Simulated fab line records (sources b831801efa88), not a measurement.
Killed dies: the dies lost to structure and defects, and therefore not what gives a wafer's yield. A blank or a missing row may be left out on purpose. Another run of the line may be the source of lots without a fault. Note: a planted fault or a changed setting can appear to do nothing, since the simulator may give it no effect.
fab line records	flow gf180mcu
record lots=24	wafers=72	lastDay=34
route steps=602 shown V2@397 M3@411 M4@459 V4@481 V5@555
lots with no fault: from the same line, run without faults
startH: hours from the record's first day to the start of the lot's first wafer shown	waitH: how many hours have passed since the lot's step before this one	" identical to the entry in the row above	L1.1+2: a single row standing in for several wafers	- value missing, or start not given	* or withheld: withheld	< > ~ a bound
route shown NAME@n: a module of which the file shows steps, and the number in the route of the first	usual: mean/standard deviation taken from wafers without a fault	same: alike in all rows	chamber/n: place in a boat	sites: readings site by site	_std_site: how widely they spread, as a standard deviation	_edge_site: outer sites' mean less inner sites'	radiusMm: how far each site lies from the wafer's centre	mask NAME#n: copy n	behind: the last tool/chamber to shape the wafer	hold: why the lot was held/for how many hours/how that ended	device: names the non-switching transistor (n, p or np)	end of line: the route-end tests of the same wafers	for a step that has no rows: nothing shown but its recipe	killed: count of dies lost to structure and defects at first sort (not the wafer's yield)	map: a wafer's dies, x killed, . not, _ none there
set.NAME: setting as actually run; set.NAME@STEP: the setting as run at that earlier step	model.NAME: the simulator's own value behind a step, which no gauge read
steps of the route over a sample of lots; a table a step, a row a wafer
services: a tool's chamber out of use, with start hour (startH, from the record's first day; less than 0 if before it), hours out, and reason
## steps
# step GF_V2_OVL_MEAS_15
# usual V2_OVL=-4/4.9
lot.wafer	tool	chamber	startH	waitH	V2_OVL[nm]
L074.2	overlay-01	-	466.07	0.1	-1
L074.3	"	-	"	"	1
L074.5	"	-	"	"	3
L075.2	overlay-01	-	480.22	0.1	-5
L075.4	"	-	"	"	-8
L075.5	"	-	"	"	-5
L076.2	overlay-02	-	489.57	0.1	-7
L076.4	"	-	"	"	-7
L076.5	"	-	"	"	-6
L077.1	overlay-02	-	493.26	0.1	-3
L077.4	"	-	"	"	3
L077.6	"	-	"	"	3
L078.2	overlay-02	-	507.36	0.1	9
L078.3	"	-	"	"	-8
L078.6	"	-	"	"	-4
L079.2	overlay-01	-	509.36	0.1	-10
L079.3	"	-	"	"	-7
L079.6	"	-	"	"	-11
L080.3	overlay-01	-	524.51	0.1	-3
L080.5	"	-	"	"	-3
L080.6	"	-	"	"	-6
L081.1	overlay-02	-	534.95	0.1	-6
L081.3	"	-	"	"	-9
L081.5	"	-	"	"	4
L082.1	overlay-02	-	547.17	0.1	1
L082.2	"	-	"	"	-3
L082.6	"	-	"	"	-7
L083.2	overlay-02	-	555.07	0.1	-3
L083.4	"	-	"	"	-9
L083.5	"	-	"	"	-8
L084.3	overlay-02	-	561.16	0.1	-4
L084.4	"	-	"	"	-3
L084.6	"	-	"	"	-2
L085.2	overlay-02	-	576.37	0.2	-3
L085.3	"	-	"	"	-4
L085.5	"	-	"	"	-3
L086.1	overlay-02	-	582.35	0.1	2
L086.3	"	-	"	"	2
L086.4	"	-	"	"	9
L087.2	overlay-01	-	597.66	0.1	1
L087.5	"	-	"	"	-4
L087.6	"	-	"	"	-3
L089.2	overlay-02	-	603.12	0.1	-4
L089.4	"	-	"	"	-6
L089.6	"	-	"	"	0
L088.2	overlay-02	-	603.47	0.1	1
L088.3	"	-	"	"	1
L088.6	"	-	"	"	3
L090.2	overlay-02	-	605.23	0.1	0
L090.3	"	-	"	"	9
L090.4	"	-	"	"	-5
L092.2	overlay-01	-	622.92	0.1	-8
L092.3	"	-	"	"	0
L092.5	"	-	"	"	-5
L091.1	overlay-02	-	623.92	0.1	-9
L091.2	"	-	"	"	-6
L091.4	"	-	"	"	-7
L093.1	overlay-02	-	627.60	0.1	-8
L093.3	"	-	"	"	-2
L093.6	"	-	"	"	-7
L094.2	overlay-02	-	634.86	0.1	-4
L094.5	"	-	"	"	-1
L094.6	"	-	"	"	-8
L095.2	overlay-01	-	644.13	0.1	-16
L095.4	"	-	"	"	-7
L095.6	"	-	"	"	-14
L096.3	overlay-01	-	650.42	0.1	-13
L096.4	"	-	"	"	-6
L096.5	"	-	"	"	-5
L097.1	overlay-01	-	654.40	0.1	-4
L097.4	"	-	"	"	-11
L097.5	"	-	"	"	-14
# step GF_M3_SPUTTER_02
# recipe material=AlCu	targetThkNm=450	powerW=10600	timeS=23.9	chamberPressurePa=0.4
# usual throttleValvePct=29.9/1.2
lot.wafer	tool	chamber	startH	waitH	throttleValvePct
L074.2	pvdSputter-01	-	467.58	0.0	29.3
L074.3	"	-	"	"	30.6
L074.5	"	-	"	"	28.8
L075.2	pvdSputter-03	-	481.73	0.0	30.6
L075.4	"	-	"	"	29.7
L075.5	"	-	"	"	30.3
L076.2	pvdSputter-03	-	491.08	0.0	31.7
L076.4	"	-	"	"	29.8
L076.5	"	-	"	"	30.7
L077.1	pvdSputter-02	-	495.19	0.0	30.3
L077.4	"	-	"	"	30.8
L077.6	"	-	"	"	28.4
L078.2	pvdSputter-02	-	508.87	0.0	28.6
L078.3	"	-	"	"	30.7
L078.6	"	-	"	"	31.6
L079.2	pvdSputter-02	-	510.87	0.0	28.7
L079.3	"	-	"	"	31.3
L079.6	"	-	"	"	30.1
L080.3	pvdSputter-01	-	526.02	0.0	28.8
L080.5	"	-	"	"	29.1
L080.6	"	-	"	"	30.1
L081.1	pvdSputter-03	-	536.47	0.0	30.6
L081.3	"	-	"	"	31.9
L081.5	"	-	"	"	29.9
L082.1	pvdSputter-03	-	548.70	0.0	30.3
L082.2	"	-	"	"	29.9
L082.6	"	-	"	"	31.9
L083.2	pvdSputter-02	-	556.62	0.0	31.4
L083.4	"	-	"	"	30.1
L083.5	"	-	"	"	30.9
L084.3	pvdSputter-03	-	562.68	0.0	31.9
L084.4	"	-	"	"	30.5
L084.6	"	-	"	"	29.7
L085.2	pvdSputter-03	-	578.56	0.0	31.7
L085.3	"	-	"	"	30.0
L085.5	"	-	"	"	29.9
L086.1	pvdSputter-01	-	583.88	0.0	29.5
L086.3	"	-	"	"	28.1
L086.4	"	-	"	"	28.8
L087.2	pvdSputter-02	-	599.17	0.0	30.2
L087.5	"	-	"	"	31.5
L087.6	"	-	"	"	30.1
L089.2	pvdSputter-03	-	604.63	0.0	30.4
L089.4	"	-	"	"	29.6
L089.6	"	-	"	"	30.4
L088.2	pvdSputter-01	-	604.98	0.0	29.3
L088.3	"	-	"	"	27.8
L088.6	"	-	"	"	29.4
L090.2	pvdSputter-03	-	606.86	0.0	32.0
L090.3	"	-	"	"	30.8
L090.4	"	-	"	"	29.8
L092.2	pvdSputter-01	-	624.43	0.0	28.1
L092.3	"	-	"	"	30.5
L092.5	"	-	"	"	27.7
L091.1	pvdSputter-01	-	625.44	0.0	28.6
L091.2	"	-	"	"	27.7
L091.4	"	-	"	"	29.5
L093.1	pvdSputter-01	-	629.17	0.0	29.4
L093.3	"	-	"	"	28.7
L093.6	"	-	"	"	28.6
L094.2	pvdSputter-01	-	636.40	0.0	29.6
L094.5	"	-	"	"	28.6
L094.6	"	-	"	"	30.6
L095.2	pvdSputter-01	-	645.67	0.0	30.4
L095.4	"	-	"	"	28.8
L095.6	"	-	"	"	27.7
L096.3	pvdSputter-02	-	652.08	0.0	31.5
L096.4	"	-	"	"	30.5
L096.5	"	-	"	"	31.0
L097.1	pvdSputter-01	-	655.92	0.0	30.5
L097.4	"	-	"	"	28.9
L097.5	"	-	"	"	27.7
# step GF_M4_SPUTTER_03
# recipe material=Ti	targetThkNm=10	substrateTempC=300	chamberPressurePa=0.3	powerW=3000	timeS=6.7
# usual throttleValvePct=30.4/1.2
lot.wafer	tool	chamber	startH	waitH	throttleValvePct
L074.2	pvdSputter-04	-	518.41	0.0	29.5
L074.3	"	-	"	"	32.6
L074.5	"	-	"	"	29.0
L075.2	pvdSputter-04	-	532.10	0.0	32.4
L075.4	"	-	"	"	29.8
L075.5	"	-	"	"	29.8
L076.2	pvdSputter-02	-	541.22	0.0	31.4
L076.4	"	-	"	"	30.3
L076.5	"	-	"	"	29.0
L077.1	pvdSputter-02	-	544.19	0.0	31.6
L077.4	"	-	"	"	30.8
L077.6	"	-	"	"	30.7
L078.2	pvdSputter-04	-	557.14	0.0	32.7
L078.3	"	-	"	"	29.5
L078.6	"	-	"	"	30.0
L079.2	pvdSputter-03	-	559.42	0.0	29.8
L079.3	"	-	"	"	32.0
L079.6	"	-	"	"	31.6
L080.3	pvdSputter-02	-	577.87	0.0	30.1
L080.5	"	-	"	"	30.8
L080.6	"	-	"	"	31.2
L081.1	pvdSputter-04	-	583.26	0.0	29.4
L081.3	"	-	"	"	29.9
L081.5	"	-	"	"	29.5
L082.1	pvdSputter-04	-	600.18	0.0	29.9
L082.2	"	-	"	"	29.5
L082.6	"	-	"	"	29.5
L083.2	pvdSputter-04	-	603.36	0.0	29.4
L083.4	"	-	"	"	29.7
L083.5	"	-	"	"	32.7
L084.3	pvdSputter-04	-	608.07	0.0	29.2
L084.4	"	-	"	"	30.1
L084.6	"	-	"	"	32.7
L085.2	pvdSputter-04	-	624.68	0.0	29.1
L085.3	"	-	"	"	32.6
L085.5	"	-	"	"	32.6
L086.1	pvdSputter-03	-	629.51	0.0	31.9
L086.3	"	-	"	"	29.8
L086.4	"	-	"	"	30.5
L087.2	pvdSputter-04	-	643.30	0.0	29.8
L087.5	"	-	"	"	32.6
L087.6	"	-	"	"	29.0
L089.2	pvdSputter-02	-	648.97	0.0	30.1
L089.4	"	-	"	"	28.9
L089.6	"	-	"	"	29.0
L088.2	pvdSputter-03	-	649.53	0.0	29.9
L088.3	"	-	"	"	29.7
L088.6	"	-	"	"	30.8
L090.2	pvdSputter-04	-	650.89	0.0	29.3
L090.3	"	-	"	"	32.7
L090.4	"	-	"	"	29.3
L092.2	pvdSputter-04	-	668.68	0.0	32.8
L092.3	"	-	"	"	29.8
L092.5	"	-	"	"	32.5
L091.1	pvdSputter-03	-	669.21	0.0	29.8
L091.2	"	-	"	"	30.3
L091.4	"	-	"	"	31.7
L093.1	pvdSputter-04	-	672.26	0.0	29.2
L093.3	"	-	"	"	29.7
L093.6	"	-	"	"	29.6
L094.2	pvdSputter-02	-	678.32	0.0	31.5
L094.5	"	-	"	"	30.2
L094.6	"	-	"	"	31.6
L095.2	pvdSputter-04	-	687.66	0.0	32.5
L095.4	"	-	"	"	29.1
L095.6	"	-	"	"	29.6
L096.3	pvdSputter-04	-	694.63	0.0	29.1
L096.4	"	-	"	"	29.6
L096.5	"	-	"	"	32.5
L097.1	pvdSputter-03	-	697.89	0.0	31.8
L097.4	"	-	"	"	29.9
L097.5	"	-	"	"	30.6
# step GF_V4_BOW_MEAS_05
# recipe mode=bow
# usual V4_BOW=132/9.7
lot.wafer	tool	chamber	startH	waitH	V4_BOW[um]
L074.2	filmMetro-01	-	542.36	0.2	124
L074.3	"	-	"	"	121
L074.5	"	-	"	"	119
L075.2	filmMetro-02	-	555.89	0.2	137
L075.4	"	-	"	"	138
L075.5	"	-	"	"	132
L076.2	filmMetro-01	-	564.68	0.1	146
L076.4	"	-	"	"	133
L076.5	"	-	"	"	139
L077.1	filmMetro-03	-	567.80	0.1	136
L077.4	"	-	"	"	126
L077.6	"	-	"	"	128
L078.2	filmMetro-02	-	581.57	0.3	128
L078.3	"	-	"	"	128
L078.6	"	-	"	"	127
L079.2	filmMetro-01	-	582.40	0.2	141
L079.3	"	-	"	"	127
L079.6	"	-	"	"	130
L080.3	filmMetro-03	-	600.68	0.2	130
L080.5	"	-	"	"	132
L080.6	"	-	"	"	153
L081.1	filmMetro-01	-	606.15	0.2	128
L081.3	"	-	"	"	124
L081.5	"	-	"	"	129
L082.1	filmMetro-01	-	622.12	0.1	123
L082.2	"	-	"	"	129
L082.6	"	-	"	"	107
L083.2	filmMetro-03	-	625.52	0.3	162
L083.4	"	-	"	"	151
L083.5	"	-	"	"	149
L084.3	filmMetro-03	-	629.66	0.3	123
L084.4	"	-	"	"	128
L084.6	"	-	"	"	127
L085.2	filmMetro-03	-	646.55	0.2	138
L085.3	"	-	"	"	132
L085.5	"	-	"	"	138
L086.1	filmMetro-01	-	651.28	0.2	151
L086.3	"	-	"	"	139
L086.4	"	-	"	"	145
L087.2	filmMetro-01	-	664.61	0.3	137
L087.5	"	-	"	"	131
L087.6	"	-	"	"	126
L089.2	filmMetro-02	-	670.05	0.3	125
L089.4	"	-	"	"	129
L089.6	"	-	"	"	126
L088.2	filmMetro-01	-	670.75	0.2	130
L088.3	"	-	"	"	134
L088.6	"	-	"	"	135
L090.2	filmMetro-02	-	672.57	0.2	126
L090.3	"	-	"	"	130
L090.4	"	-	"	"	125
L092.2	filmMetro-02	-	689.68	0.3	134
L092.3	"	-	"	"	139
L092.5	"	-	"	"	148
L091.1	filmMetro-03	-	690.26	0.1	128
L091.2	"	-	"	"	117
L091.4	"	-	"	"	116
L093.1	filmMetro-02	-	693.26	0.1	124
L093.3	"	-	"	"	121
L093.6	"	-	"	"	137
L094.2	filmMetro-03	-	698.69	0.1	139
L094.5	"	-	"	"	141
L094.6	"	-	"	"	122
L095.2	filmMetro-03	-	709.80	0.3	134
L095.4	"	-	"	"	138
L095.6	"	-	"	"	149
L096.3	filmMetro-03	-	714.42	0.2	133
L096.4	"	-	"	"	135
L096.5	"	-	"	"	135
L097.1	filmMetro-02	-	716.64	0.2	129
L097.4	"	-	"	"	122
L097.5	"	-	"	"	133
# step GF_V4_CVD_23
# recipe material=W	targetThkNm=350	timeS=104.9	tempC=400	pressureTorr=40
# usual chamberPressureTorr=40.00/0.082	heaterPowerOuterW=548/24	heaterPowerW=855/40
lot.wafer	tool	chamber	startH	waitH	chamberPressureTorr	heaterPowerOuterW	heaterPowerW
L074.2	cvdW-02	0	565.50	0.0	40.00	508	793
L074.3	"	0	"	"	40.04	513	780
L074.5	"	0	"	"	39.99	524	780
L075.2	cvdW-01	1	578.73	0.0	40.01	572	853
L075.4	"	1	"	"	40.03	562	869
L075.5	"	1	"	"	40.03	582	877
L076.2	cvdW-02	1	584.71	0.0	39.97	539	904
L076.4	"	0	"	"	40.08	518	800
L076.5	"	0	"	"	39.97	513	786
L077.1	cvdW-02	1	589.37	0.0	40.06	540	857
L077.4	"	0	"	"	39.88	506	790
L077.6	"	0	"	"	39.99	515	796
L078.2	cvdW-01	0	604.11	0.0	39.85	565	849
L078.3	"	0	"	"	39.96	573	851
L078.6	"	1	"	"	39.89	554	848
L079.2	cvdW-02	0	604.82	0.0	40.11	515	782
L079.3	"	0	"	"	40.11	519	780
L079.6	"	1	"	"	40.09	570	887
L080.3	cvdW-01	1	622.40	0.1	40.02	563	878
L080.5	"	0	"	"	39.85	571	850
L080.6	"	1	"	"	39.81	583	870
L081.1	cvdW-02	0	627.84	0.0	40.01	508	795
L081.3	"	1	"	"	39.94	545	893
L081.5	"	0	"	"	40.00	503	803
L082.1	cvdW-02	1	643.50	0.0	39.94	545	892
L082.2	"	0	"	"	39.89	507	783
L082.6	"	1	"	"	39.90	547	885
L083.2	cvdW-01	0	646.90	0.0	40.16	577	851
L083.4	"	0	"	"	39.96	553	880
L083.5	"	0	"	"	40.05	559	874
L084.3	cvdW-01	1	650.78	0.1	40.10	569	877
L084.4	"	0	"	"	39.87	570	878
L084.6	"	0	"	"	39.97	555	865
L085.2	cvdW-01	0	666.78	0.0	40.11	562	875
L085.3	"	1	"	"	40.07	572	863
L085.5	"	1	"	"	40.27	572	858
L086.1	cvdW-02	0	671.72	0.0	40.00	506	791
L086.3	"	1	"	"	40.08	541	889
L086.4	"	0	"	"	39.89	501	789
L087.2	cvdW-01	1	684.71	0.0	40.02	573	858
L087.5	"	0	"	"	39.92	569	871
L087.6	"	1	"	"	40.04	571	890
L089.2	cvdW-01	1	690.21	0.0	40.02	568	860
L089.4	"	0	"	"	40.04	578	879
L089.6	"	0	"	"	40.02	556	863
L088.2	cvdW-01	1	690.83	0.0	39.96	573	859
L088.3	"	1	"	"	39.92	573	860
L088.6	"	0	"	"	40.08	564	888
L090.2	cvdW-02	1	692.61	0.0	40.04	535	879
L090.3	"	1	"	"	39.86	551	878
L090.4	"	0	"	"	40.05	515	800
L092.2	cvdW-02	1	709.06	0.0	40.05	546	898
L092.3	"	0	"	"	40.15	515	810
L092.5	"	1	"	"	40.00	558	897
L091.1	cvdW-02	1	710.01	0.0	39.95	547	884
L091.2	"	0	"	"	40.00	516	801
L091.4	"	0	"	"	39.94	516	807
L093.1	cvdW-01	1	712.65	0.0	40.11	579	884
L093.3	"	1	"	"	40.06	575	885
L093.6	"	0	"	"	40.14	561	852
L094.2	cvdW-02	0	716.40	0.0	39.95	506	799
L094.5	"	1	"	"	40.12	565	915
L094.6	"	0	"	"	40.03	507	793
L095.2	cvdW-01	0	728.15	0.0	39.97	554	862
L095.4	"	1	"	"	40.02	571	885
L095.6	"	0	"	"	39.91	573	873
L096.3	cvdW-02	1	732.99	0.1	39.88	542	929
L096.4	"	0	"	"	39.99	516	802
L096.5	"	1	"	"	39.96	561	899
L097.1	cvdW-02	0	735.00	0.0	40.03	528	807
L097.4	"	0	"	"	39.98	506	801
L097.5	"	1	"	"	40.10	550	880
# step GF_V5_OVL_MEAS_15
# usual V5_OVL=1/5.4
lot.wafer	tool	chamber	startH	waitH	V5_OVL[nm]
L074.2	overlay-01	-	630.16	0.1	-1
L074.3	"	-	"	"	1
L074.5	"	-	"	"	3
L075.2	overlay-02	-	644.92	0.1	-7
L075.4	"	-	"	"	-7
L075.5	"	-	"	"	-4
L076.2	overlay-02	-	650.30	0.1	9
L076.4	"	-	"	"	5
L076.5	"	-	"	"	3
L077.1	overlay-01	-	653.38	0.1	-3
L077.4	"	-	"	"	-2
L077.6	"	-	"	"	-3
L078.2	overlay-01	-	668.30	0.1	7
L078.3	"	-	"	"	2
L078.6	"	-	"	"	7
L079.2	overlay-01	-	668.68	0.1	-3
L079.3	"	-	"	"	-10
L079.6	"	-	"	"	2
L080.3	overlay-01	-	684.52	0.1	2
L080.5	"	-	"	"	-6
L080.6	"	-	"	"	-5
L081.1	overlay-02	-	689.63	0.1	8
L081.3	"	-	"	"	5
L081.5	"	-	"	"	4
L082.1	overlay-01	-	703.28	0.1	-6
L082.2	"	-	"	"	-3
L082.6	"	-	"	"	-6
L083.2	overlay-02	-	707.85	0.1	-14
L083.4	"	-	"	"	-7
L083.5	"	-	"	"	-4
L084.3	overlay-01	-	711.67	0.1	1
L084.4	"	-	"	"	-2
L084.6	"	-	"	"	0
L085.2	overlay-01	-	727.13	0.1	2
L085.3	"	-	"	"	5
L085.5	"	-	"	"	10
L086.1	overlay-01	-	730.13	0.1	1
L086.3	"	-	"	"	7
L086.4	"	-	"	"	6
L087.2	overlay-02	-	740.83	0.1	5
L087.5	"	-	"	"	7
L087.6	"	-	"	"	7
L089.2	overlay-01	-	746.45	0.1	-4
L089.4	"	-	"	"	-1
L089.6	"	-	"	"	0
L088.2	overlay-01	-	747.45	0.1	4
L088.3	"	-	"	"	0
L088.6	"	-	"	"	1
L090.2	overlay-01	-	749.87	0.1	6
L090.3	"	-	"	"	2
L090.4	"	-	"	"	0
L092.2	overlay-02	-	766.67	0.1	1
L092.3	"	-	"	"	9
L092.5	"	-	"	"	-2
L091.1	overlay-01	-	767.35	0.1	5
L091.2	"	-	"	"	2
L091.4	"	-	"	"	0
L093.1	overlay-02	-	768.33	0.1	7
L093.3	"	-	"	"	6
L093.6	"	-	"	"	9
L094.2	overlay-02	-	773.48	0.1	9
L094.5	"	-	"	"	-1
L094.6	"	-	"	"	-5
L095.2	overlay-02	-	780.31	0.1	12
L095.4	"	-	"	"	1
L095.6	"	-	"	"	8
L096.3	overlay-02	-	786.36	0.1	2
L096.4	"	-	"	"	8
L096.5	"	-	"	"	-3
L097.1	overlay-02	-	787.82	0.1	-2
L097.4	"	-	"	"	-8
L097.5	"	-	"	"	-8
## services
tool	chamber	startH	hours	kind
cvdW-01	-	448.26	2.8	pm
pvdSputter-03	3	606.95	-	consumableReplace:kit
pvdSputter-03	3	606.95	18.0	scheduledDown
pvdSputter-03	3	606.95	18.0	ventCycle
cvdW-02	-	644.49	2.8	pm
pvdSputter-01	-	663.52	0.7	repair
pvdSputter-02	3	670.06	-	consumableReplace:kit
pvdSputter-02	3	670.06	18.0	scheduledDown
pvdSputter-02	3	670.06	18.0	ventCycle
pvdSputter-01	-	676.78	0.7	repair
pvdSputter-04	-	689.17	1.6	repair
pvdSputter-02	-	690.16	10.4	repair
pvdSputter-03	2	693.79	-	consumableReplace:kit
pvdSputter-03	2	693.79	18.0	scheduledDown
pvdSputter-03	2	693.79	18.0	ventCycle
cvdW-01	-	694.05	2.5	repair
pvdSputter-01	0	694.09	-	consumableReplace:kit
pvdSputter-01	0	694.09	18.0	scheduledDown
pvdSputter-01	0	694.09	18.0	ventCycle
pvdSputter-03	-	702.58	3.2	repair
cvdW-02	0	713.75	2.4	repair
pvdSputter-04	3	733.45	-	consumableReplace:kit
pvdSputter-04	3	733.45	18.0	scheduledDown
pvdSputter-04	3	733.45	18.0	ventCycle
## key
fault none
